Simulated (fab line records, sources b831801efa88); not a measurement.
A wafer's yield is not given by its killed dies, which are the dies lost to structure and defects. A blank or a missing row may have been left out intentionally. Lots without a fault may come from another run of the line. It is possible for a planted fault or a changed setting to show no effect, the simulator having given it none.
What tool caused it? :: flow sky130 :: 7 lots, 19 wafers sampled, at 1 step of a route of 708

== WHAT THE GAUGES READ, wafer by wafer ==
SKY_FIELD_ISO_THK_MEAS_02.
lot: L856
measured: day 1 16:38
on: film-metro-01
FIELD_ISO_OXIDATION_00_THK (nm): 11.87 12.02 11.75

lot: L860
measured: day 2 12:44
on: film-metro-03
FIELD_ISO_OXIDATION_00_THK (nm): 12.29 12.19 12.08

lot: L862
measured: day 3 00:26
on: film-metro-01
FIELD_ISO_OXIDATION_00_THK (nm): 11.77 11.55 11.61

lot: L867
measured: day 3 23:45
on: film-metro-03
FIELD_ISO_OXIDATION_00_THK (nm): 11.87 11.83

lot: L873
measured: day 5 05:38
on: film-metro-01
FIELD_ISO_OXIDATION_00_THK (nm): 11.90 11.98

lot: L875
measured: day 5 16:50
on: film-metro-03
FIELD_ISO_OXIDATION_00_THK (nm): 12.10 12.26 12.01

lot: L877
measured: day 6 02:42
on: film-metro-01
FIELD_ISO_OXIDATION_00_THK (nm): 11.97 12.01 12.23

== TOOL THAT RAN EACH LOT (tool first, then ch and the chambers of the sampled wafers, then the start) ==
The record holds no process step before these readings.

== THE ANSWER, worked out from the rows above alone ==
Rule: the lots themselves supply what counts as usual. Put in order of their means at a reading, lots are off if they are a third of the lots or fewer, leave a main group of 4 or more, and stand apart from it by a gap of 3 or more times the standard deviation of the main group's means; of several such gaps the widest counts. A main group is skipped when, at the precision printed for the reading in the tables above, its means are all equal. Also off: a lot with no number at a reading for which 4 or more lots have one. The other lots that the step has rows for count as sound.
No lot is off on any of the readings shown, so nothing can be concluded from this.

== WHAT WAS PUT IN BY THE SIMULATOR ==
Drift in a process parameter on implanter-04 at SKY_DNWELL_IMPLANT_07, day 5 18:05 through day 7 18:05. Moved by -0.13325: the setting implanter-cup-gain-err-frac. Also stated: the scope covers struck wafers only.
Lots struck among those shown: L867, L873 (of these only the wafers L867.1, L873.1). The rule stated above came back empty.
